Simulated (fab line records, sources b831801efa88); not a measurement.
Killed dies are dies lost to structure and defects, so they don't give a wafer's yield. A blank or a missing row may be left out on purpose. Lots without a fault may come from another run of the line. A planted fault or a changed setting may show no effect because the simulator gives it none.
Problem report in the 8D (eight disciplines) form, filled by code | flow sky130 | the parts of the form that need people (team, actions taken, sign-off) are left out

1. THE PROBLEM
dose_ions_cm2 at SKY_LDD_N_IMPLANT_15 reads a mean of 9e+12 on 9 wafers of 3 lots; wafers without a fault read 5e+12 with a standard deviation of 5.1e+09. That is +99 or more standard deviations from the usual mean.
First seen on wafer L599.1, day 24 01:52, on implanter-02. The record holds 21 wafers of 7 lots with a number at this step. Rule for "out", or "out of limits": more than 4 standard deviations from the usual mean. The other wafers with a number count as sound.

2. WHAT IT IS AND WHAT IT IS NOT
question                    | is                                | is not
which readings at this step | dose_ions_cm2, faraday_current_uA | -
which lots                  | L599, L600, L602                  | L593, L594, L598, L608
which wafers of those lots  | all that have a number            | -
read on which tools         | implanter-02                      | implanter-04
when                        | from day 24 01:52                 | up to then (9 sound wafers); but 3 sound wafers of L608 came after

3. SUSPECTS, AND WHAT RULES EACH OUT
Counting: a tool at a process step up to the reading stays a suspect if it ran every lot that is out and no sound lot after the first of them.
- implanter-02 at SKY_LDD_N_IMPLANT_15: kept. It ran every lot that is out, first L599 (day 24 01:52), and no sound lot after that; its last sound lot up to then is L594 (day 21 15:58). Its own readings are out on those wafers: dose_ions_cm2, faraday_current_uA.
Left after counting: implanter-02 at SKY_LDD_N_IMPLANT_15.

4. THE CAUSE (what the simulator had put in)
Process parameter drift: implanter-02, from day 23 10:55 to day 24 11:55, at SKY_LDD_N_IMPLANT_15. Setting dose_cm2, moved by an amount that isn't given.
Counting left only this tool.

5. THE CHAIN OF EFFECTS, in route order
Each row: a reading whose mean over the struck wafers that have a number lies more than 3 standard deviations from the usual. Only readings for which the record gives a usual standard deviation are gone through. hours: the time from each lot's start at the first step in this table that gives one to its start at this step, as a median over the lots. sigmas: the change in usual standard deviations.
hours | step                 | reading            | usual | on struck wafers | change | sigmas
0     | SKY_LDD_N_IMPLANT_15 | dose_ions_cm2      | 5e+12 | 9e+12            | +4e+12 | +99 or more
0     | SKY_LDD_N_IMPLANT_15 | faraday_current_uA | 28.2  | 50.2             | +22.0  | +39
The process steps in it:
- SKY_LDD_N_IMPLANT_15

6. WHAT WOULD HAVE CAUGHT IT SOONER
In this record the first reading out of limits was taken at day 24 01:52, 15 hours after the fault began at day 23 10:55.
